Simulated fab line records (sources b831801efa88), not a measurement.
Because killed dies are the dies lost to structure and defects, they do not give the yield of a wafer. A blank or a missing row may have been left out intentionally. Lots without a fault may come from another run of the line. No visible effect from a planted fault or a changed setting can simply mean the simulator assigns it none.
The tool behind it: which one? ; flow gf180mcu ; Sampling: 24 lots, 72 wafers, 5 of 602 route steps

WHAT THE GAUGES SHOWED, per wafer
GF_CONTACT_BOW_MEAS_05. Usual: CONTACT_BOW typically reads 65 um, with standard deviation 7.3.
lot;measured;on;CONTACT_BOW (um);flag
L074;day 15 01:44;film_metro-01;60 61 66;
L075;day 15 07:16;film_metro-01;65 61 70;
L076;day 15 19:42;film_metro-04;59 73 72;
L077;day 16 02:16;film_metro-02;60 54 57;
L078;day 16 10:15;film_metro-04;61 75 58;
L079;day 16 19:34;film_metro-01;74 66 66;
L080;day 17 06:41;film_metro-04;58 63 69;
L081;day 17 15:14;film_metro-02;72 66 75;
L082;day 17 18:19;film_metro-02;62 61 68;
L083;day 18 12:34;film_metro-04;74 67 63;
L084;day 19 00:42;film_metro-01;69 62 59;
L085;day 19 06:40;film_metro-01;60 76 62;
L086;day 19 11:38;film_metro-01;66 58 56;
L087;day 20 04:46;film_metro-02;77 59 58;
L088;day 20 12:38;film_metro-01;75 72 63;
L089;day 21 00:42;film_metro-02;55 58 67;
L090;day 21 09:42;film_metro-01;61 64 63;
L091;day 21 20:39;film_metro-02;71 72 66;
L092;day 22 02:14;film_metro-02;81 75 68;
L093;day 22 11:14;film_metro-04;77 60 70;
L095;day 23 00:49;film_metro-04;68 53 60;
L094;day 23 01:32;film_metro-04;69 68 63;
L096;day 23 04:53;film_metro-01;63 57 57;
L097;day 23 08:57;film_metro-02;61 60 66;

GF_TOP_METAL_RS_MEAS_05: measurement is done with a four-point probe. Usual: TOP_METAL_ALCU_RS typically reads 0.0328 ohm/sq, with standard deviation 0.00035.
lot;measured;on;TOP_METAL_ALCU_RS (ohm/sq);flag
L074;day 27 01:19;film_metro-03;0.0327 0.0329 0.0327;
L075;day 27 08:55;film_metro-03;0.0323 0.0321 0.0322;
L076;day 27 18:01;film_metro-04;0.0330 0.0331 0.0333;
L077;day 28 00:50;film_metro-03;0.0330 0.0332 0.0327;
L078;day 28 09:04;film_metro-02;0.0332 0.0329 0.0329;
L079;day 28 17:31;film_metro-03;0.0330 0.0328 0.0328;
L080;day 29 03:33;film_metro-03;0.0330 0.0329 0.0327;
L081;day 29 10:10;film_metro-03;0.0330 0.0328 0.0327;
L082;day 29 13:52;film_metro-03;0.0328 0.0328 0.0329;
L083;day 30 03:06;film_metro-04;0.0330 0.0330 0.0329;
L084;day 30 12:57;film_metro-02;0.0323 0.0324 0.0325;
L085;day 30 17:46;film_metro-02;0.0333 0.0329 0.0334;
L086;day 30 20:20;film_metro-04;0.0329 0.0329 0.0333;
L087;day 31 08:35;film_metro-02;0.0325 0.0327 0.0327;
L088;day 31 16:20;film_metro-02;0.0325 0.0326 0.0325;
L089;day 32 00:32;film_metro-04;0.0337 0.0331 0.0332;
L090;day 32 06:43;film_metro-03;0.0331 0.0332 0.0332;
L091;day 32 12:41;film_metro-04;0.0322 0.0323 0.0326;
L092;day 32 18:33;film_metro-03;0.0324 0.0321 0.0325;
L093;day 32 23:09;film_metro-03;0.0326 0.0329 0.0325;
L095;day 33 08:15;film_metro-02;0.0327 0.0330 0.0326;
L094;day 33 10:07;film_metro-03;0.0323 0.0323 0.0328;
L096;day 33 13:56;film_metro-04;0.0323 0.0324 0.0324;
L097;day 33 16:32;film_metro-03;0.0322 0.0324 0.0324;

EACH LOT AND THE TOOL THAT RAN IT (in order: tool; ch and the chambers of the sampled wafers; start)
lot;GF_PSD_STRIP_10;GF_V2_STRIP_18;GF_V2_SPUTTER_21
L074;plasma_asher-03 ch 0,1, day 14 03:26;plasma_asher-03 ch 0,1, day 20 02:59;pvd_sputter-01, day 20 03:31
L075;plasma_asher-03 ch 0,1, day 14 10:01;plasma_asher-01 ch 0,1, day 20 10:47;pvd_sputter-01, day 20 11:22
L076;plasma_asher-04 ch 1, day 14 21:14;plasma_asher-01 ch 0,1, day 20 21:07;pvd_sputter-04, day 20 21:41
L077;plasma_asher-02 ch 0,1, day 15 03:05;plasma_asher-04 ch 0,1, day 21 05:00;pvd_sputter-03, day 21 05:32
L078;plasma_asher-02 ch 0,1, day 15 10:39;plasma_asher-03 ch 0,1, day 21 15:13;pvd_sputter-01, day 21 15:44
L079;plasma_asher-03 ch 0,1, day 15 19:25;plasma_asher-04 ch 0,1, day 22 00:24;pvd_sputter-03, day 22 00:58
L080;plasma_asher-02 ch 0,1, day 16 06:27;plasma_asher-04 ch 0,1, day 22 12:43;pvd_sputter-01, day 22 13:14
L081;plasma_asher-04 ch 0,1, day 16 14:39;plasma_asher-01 ch 0,1, day 22 21:08;pvd_sputter-04, day 22 22:02
L082;plasma_asher-02 ch 0,1, day 16 18:33;plasma_asher-01 ch 0,1, day 23 00:29;pvd_sputter-03, day 23 01:07
L083;plasma_asher-04 ch 0,1, day 17 11:15;plasma_asher-03 ch 0,1, day 23 17:35;pvd_sputter-04, day 23 18:07
L084;plasma_asher-02 ch 0,1, day 17 22:51;plasma_asher-03 ch 0,1, day 24 04:43;pvd_sputter-04, day 24 05:16
L085;plasma_asher-02 ch 0,1, day 18 04:51;plasma_asher-03 ch 0,1, day 24 10:51;pvd_sputter-03, day 24 11:23
L086;plasma_asher-03 ch 1, day 18 09:31;plasma_asher-03 ch 0, day 24 14:56;pvd_sputter-04, day 24 15:28
L087;plasma_asher-04 ch 0,1, day 19 02:12;plasma_asher-01 ch 0,1, day 25 05:35;pvd_sputter-04, day 25 06:07
L088;plasma_asher-03 ch 0,1, day 19 10:39;plasma_asher-04 ch 0, day 25 13:19;pvd_sputter-01, day 25 13:50
L089;plasma_asher-02 ch 0,1, day 19 22:56;plasma_asher-04 ch 0,1, day 25 22:53;pvd_sputter-04, day 25 23:25
L090;plasma_asher-02 ch 0,1, day 20 07:51;plasma_asher-04 ch 0,1, day 26 07:30;pvd_sputter-03, day 26 08:02
L091;plasma_asher-03 ch 0,1, day 20 19:09;plasma_asher-03 ch 0,1, day 26 17:02;pvd_sputter-03, day 26 17:34
L092;plasma_asher-03 ch 1, day 21 00:11;plasma_asher-04 ch 1, day 26 22:44;pvd_sputter-01, day 26 23:16
L093;plasma_asher-04 ch 0, day 21 09:40;plasma_asher-03 ch 0,1, day 27 04:53;pvd_sputter-04, day 27 05:28
L095;plasma_asher-03 ch 0,1, day 21 23:54;plasma_asher-01 ch 1, day 27 17:45;pvd_sputter-03, day 27 18:17
L094;plasma_asher-02 ch 0,1, day 22 00:04;plasma_asher-04 ch 0,1, day 27 18:06;pvd_sputter-01, day 27 18:41
L096;plasma_asher-02 ch 0,1, day 22 04:10;plasma_asher-03 ch 0,1, day 27 21:43;pvd_sputter-01, day 27 22:14
L097;plasma_asher-03 ch 0,1, day 22 08:18;plasma_asher-03 ch 0,1, day 28 02:23;pvd_sputter-01, day 28 02:55
- GF_PSD_STRIP_10: strips in O2/N2.
- GF_V2_STRIP_18: strips in O2/N2.
- GF_V2_SPUTTER_21: material Ti, target thk 15 nm, time 80.02 s.

AS READ BY THE TOOLS THEMSELVES (means over the sampled wafers that have a number; for cases with no such wafer, the mark the record gives instead)
GF_PSD_STRIP_10. Usual: drypump_motor_current_A 5.4 A, standard deviation 0.6; heater_power_w 340 W, standard deviation 13; oes_product_au 0.592 a.u., standard deviation 0.0043; strip_time_to_endpoint_s 16.54 s, standard deviation 0.038.
lot;tool;drypump_motor_current_A (A);heater_power_w (W);oes_product_au (a.u.);strip_time_to_endpoint_s (s);flag
L074;plasma_asher-03;5.4;346;0.594;16.60;
L075;plasma_asher-03;5.4;343;0.592;16.58;
L076;plasma_asher-04;4.8;353;0.591;16.53;
L077;plasma_asher-02;5.5;342;0.593;16.51;
L078;plasma_asher-02;5.4;347;0.588;16.50;
L079;plasma_asher-03;5.4;344;0.595;16.49;
L080;plasma_asher-02;5.5;339;0.591;16.52;
L081;plasma_asher-04;4.9;330;0.586;16.53;
L082;plasma_asher-02;5.4;342;0.596;16.56;
L083;plasma_asher-04;4.9;333;0.593;16.59;
L084;plasma_asher-02;5.5;345;0.592;16.60;
L085;plasma_asher-02;5.5;347;0.597;16.56;
L086;plasma_asher-03;4.8;361;0.585;16.53;
L087;plasma_asher-04;4.9;341;0.593;16.54;
L088;plasma_asher-03;5.9;329;0.592;16.52;
L089;plasma_asher-02;5.4;344;0.588;16.49;
L090;plasma_asher-02;5.4;342;0.593;16.52;
L091;plasma_asher-03;5.9;333;0.594;16.55;
L092;plasma_asher-03;4.8;356;0.590;16.54;
L093;plasma_asher-04;5.0;335;0.592;16.53;
L095;plasma_asher-03;5.4;342;0.593;16.45;
L094;plasma_asher-02;5.5;340;0.591;16.51;
L096;plasma_asher-02;5.4;346;0.595;16.57;
L097;plasma_asher-03;6.0;336;0.592;16.56;

GF_V2_STRIP_18. Usual: drypump_motor_current_A 5.4 A, standard deviation 0.66; heater_power_w 341 W, standard deviation 21; oes_product_au 0.593 a.u., standard deviation 0.0049.
lot;tool;drypump_motor_current_A (A);heater_power_w (W);oes_product_au (a.u.);flag
L074;plasma_asher-03;6.0;330;0.590;
L075;plasma_asher-01;5.5;338;0.592;
L076;plasma_asher-01;5.5;336;0.593;
L077;plasma_asher-04;4.9;343;0.597;
L078;plasma_asher-03;5.4;346;0.593;
L079;plasma_asher-04;4.9;345;0.595;
L080;plasma_asher-04;4.9;344;0.591;
L081;plasma_asher-01;5.5;335;0.593;
L082;plasma_asher-01;5.4;355;0.594;
L083;plasma_asher-03;5.4;339;0.597;
L084;plasma_asher-03;6.0;332;0.599;
L085;plasma_asher-03;5.9;325;0.591;
L086;plasma_asher-03;6.5;318;0.594;
L087;plasma_asher-01;5.5;339;0.593;
L088;plasma_asher-04;5.0;341;0.593;
L089;plasma_asher-04;4.9;348;0.592;
L090;plasma_asher-04;4.9;342;0.594;
L091;plasma_asher-03;5.9;332;0.596;
L092;plasma_asher-04;4.8;346;0.597;
L093;plasma_asher-03;5.4;341;0.599;
L095;plasma_asher-01;5.3;376;0.590;
L094;plasma_asher-04;4.9;339;0.589;
L096;plasma_asher-03;6.0;330;0.596;
L097;plasma_asher-03;6.0;333;0.591;

GF_V2_SPUTTER_21. Usual: throttle_valve_pct reads 29.3 % (standard deviation 0.75).
lot;tool;throttle_valve_pct (%);flag
L074;pvd_sputter-01;29.1;
L075;pvd_sputter-01;29.4;
L076;pvd_sputter-04;29.4;
L077;pvd_sputter-03;28.8;
L078;pvd_sputter-01;29.2;
L079;pvd_sputter-03;30.3;
L080;pvd_sputter-01;29.3;
L081;pvd_sputter-04;29.8;
L082;pvd_sputter-03;28.9;
L083;pvd_sputter-04;29.4;
L084;pvd_sputter-04;29.4;
L085;pvd_sputter-03;29.0;
L086;pvd_sputter-04;29.5;
L087;pvd_sputter-04;29.4;
L088;pvd_sputter-01;29.2;
L089;pvd_sputter-04;29.3;
L090;pvd_sputter-03;29.4;
L091;pvd_sputter-03;29.3;
L092;pvd_sputter-01;28.9;
L093;pvd_sputter-04;29.4;
L095;pvd_sputter-03;29.6;
L094;pvd_sputter-01;29.0;
L096;pvd_sputter-01;29.3;
L097;pvd_sputter-01;29.3;

THE ANSWER, worked out from the rows above alone
Rule: a lot is off if the mean of its wafers that have a number lies more than 3 standard deviations from the usual mean. Also off: a lot with no number at a reading for which 4 or more lots have one. Where the step has rows for the other lots, those lots are counted as sound. After the gauges, taken in route order, come the tools' own readings; for these a lot's mean is taken, as printed above. The first step at which some lot is off is used, and at that step the reading that is off furthest; a lot without a number counts as furthest.
No lot is off on any of the readings shown, so nothing can be concluded from this.

WHAT THE SIMULATOR HAD PUT IN
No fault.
